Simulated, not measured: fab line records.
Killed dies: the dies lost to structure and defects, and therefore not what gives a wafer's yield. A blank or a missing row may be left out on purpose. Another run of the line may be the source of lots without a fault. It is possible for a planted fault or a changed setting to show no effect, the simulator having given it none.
Struck lot and sound lot, side by side :: flow sky130 :: 17 steps out of a route of 708
Sound: the wafers L434.2, L434.5, L434.6. Wafers L446.1, L446.3, L446.6 were the ones struck. The cause comes at the end.
At each step with rows: each side's tool, then ch and its chambers, then its first start. Under that, the readings that differ: sound wafers :: struck wafers :: difference of the means :: sigmas: that difference in standard deviations of wafers without a fault.
alike: readings whose means differ by less than 2 such deviations, and words and numbers that are the same on both sides. not compared: withheld readings, readings that some wafer has no value for, bounds like >300 that may hide the same value, and numbers for which the record gives no deviation and whose values overlap.
The two part at a step that has a row with sigmas, a row that says differs or no value, or rows on one side only. Numbers that don't overlap but have no deviation are shown without sigmas and don't part them. A reading that every wafer of one side lacks parts them only if that side has two wafers or more.

SKY_VT_ADJUST_HVTR_OVL_MEAS_08:
  sound: overlay-02 at day 11 15:14; struck: overlay-01 at day 15 12:06
  alike: VT_ADJUST_HVTR_OVL
next, for these wafers, 1 step has no rows: SKY_VT_ADJUST_HVTR_IMPLANT_09.
SKY_VT_ADJUST_HVTR_STRIP_10: strips in O2/N2.
  sound on plasma_asher-01 ch 0,1, day 11 15:25; struck on plasma_asher-01 ch 0,1, day 15 12:17
  alike: drypump_motor_current_A, oes_product_au, strip_time_to_endpoint_s
  not compared: rf_hours_counter_h
SKY_VT_ADJUST_HVTR_TW_MEAS_11:
  sound: film_metro-03 at day 11 15:31; struck: film_metro-04 at day 15 12:23
  alike: VT_ADJUST_HVTR_TW
then, 7 steps without rows for these wafers: SKY_VT_ADJUST_PCH_DEHYDRATE_00 (time 60 s); SKY_VT_ADJUST_PCH_HMDS_01 (prime time 60 s); SKY_VT_ADJUST_PCH_COAT_02 (resist thk 3000 nm); SKY_VT_ADJUST_PCH_SOFTBAKE_03; SKY_VT_ADJUST_PCH_EXPOSE_04 (exposes mask NWM, target cd 840 nm); SKY_VT_ADJUST_PCH_PEB_05; SKY_VT_ADJUST_PCH_DEVELOP_06 (develop time 60 s).
SKY_VT_ADJUST_PCH_OVL_MEAS_07:
  sound: overlay-01 at day 12 16:22; struck: overlay-01 at day 16 15:20
  alike: VT_ADJUST_PCH_OVL
SKY_VT_ADJUST_PCH_IMPLANT_08:
  sound on implanter-02 ch 0, day 12 16:25; struck on implanter-02 ch 0, day 16 15:41
SKY_VT_ADJUST_PCH_STRIP_09: strips in O2/N2.
  sound on plasma_asher-01 ch 0,1, day 12 16:32; struck on plasma_asher-01 ch 1, day 16 15:50
  alike: drypump_motor_current_A, oes_product_au, strip_time_to_endpoint_s
  not compared: rf_hours_counter_h
SKY_VT_ADJUST_PCH_TW_MEAS_10:
  sound: film_metro-02 at day 12 16:39; struck: film_metro-01 at day 16 15:56
reading: VT_ADJUST_PCH_TW
sound: 141.5 141.7 141.5
struck: 173.0 173.2 172.5
difference: +31.3
sigmas: +36
then, 1 step without rows for these wafers: SKY_SONOS_TUNNEL_DEHYDRATE_00 (time 60 s).
-- the record jumps here: 34 days lie between the struck wafers' starts before and after (it left off in module SONOS_TUNNEL and takes up again in module PAD_OPEN, whose first step shown is number 708 of the route) --
SKY_PAD_OPEN_PROBE_99:
  sound: prober-01 at day 47 18:41; struck: prober-02 at day 50 10:11
reading: model.etest.nfet_16v.r_on_ohm_um
sound: 1.365e+04 1.362e+04 1.354e+04
struck: 1.464e+04 1.451e+04 1.468e+04
difference: +1.007e+03
sigmas: 

reading: model.etest.pfet_g5v0d10v5.r_on_ohm_um
sound: 4759 4812 4764
struck: 4505 4506 4525
difference: -266
sigmas: 

reading: model.etest.tip_p.rs_ohm_sq
sound: 6826 6858 6853
struck: 6709 6721 6688
difference: -140
sigmas: 

reading: model.etest.tip_p_5v.rs_ohm_sq
sound: 2892 2891 2857
struck: 2839 2820 2816
difference: -55
sigmas: 

reading: model.etest.pfet_g5v0d10v5.drive_ua_um
sound: 344.8 339.4 344.2
struck: 364.5 364.6 364.3
difference: +21.7
sigmas: 

reading: model.etest.pfet_01v8_lvt.drive_ua_um
sound: 174.8 173.4 170.4
struck: 190.5 188.9 189.9
difference: +16.9
sigmas: 

reading: model.etest.pfet_01v8.drive_ua_um
sound: 199.4 196.5 191.8
struck: 203.9 201.2 204.6
difference: +7.3
sigmas: 

reading: model.etest.pfet_01v8_mvt.drive_ua_um
sound: 156.8 154.1 152.1
struck: 161.5 161.7 160
difference: +6.7
sigmas: 
  alike: killed_at_M0_to_M3, killed_at_M4_up, killed_at_contacts, killed_at_front_end, killed_at_other, killed_dies, killed_open, killed_short

== WHERE THEY PART ==
Within this record, at SKY_VT_ADJUST_PCH_TW_MEAS_10 only. Later steps at which nothing parts them and some readings are alike: SKY_PAD_OPEN_PROBE_99.

WHY: whatever the simulator had introduced
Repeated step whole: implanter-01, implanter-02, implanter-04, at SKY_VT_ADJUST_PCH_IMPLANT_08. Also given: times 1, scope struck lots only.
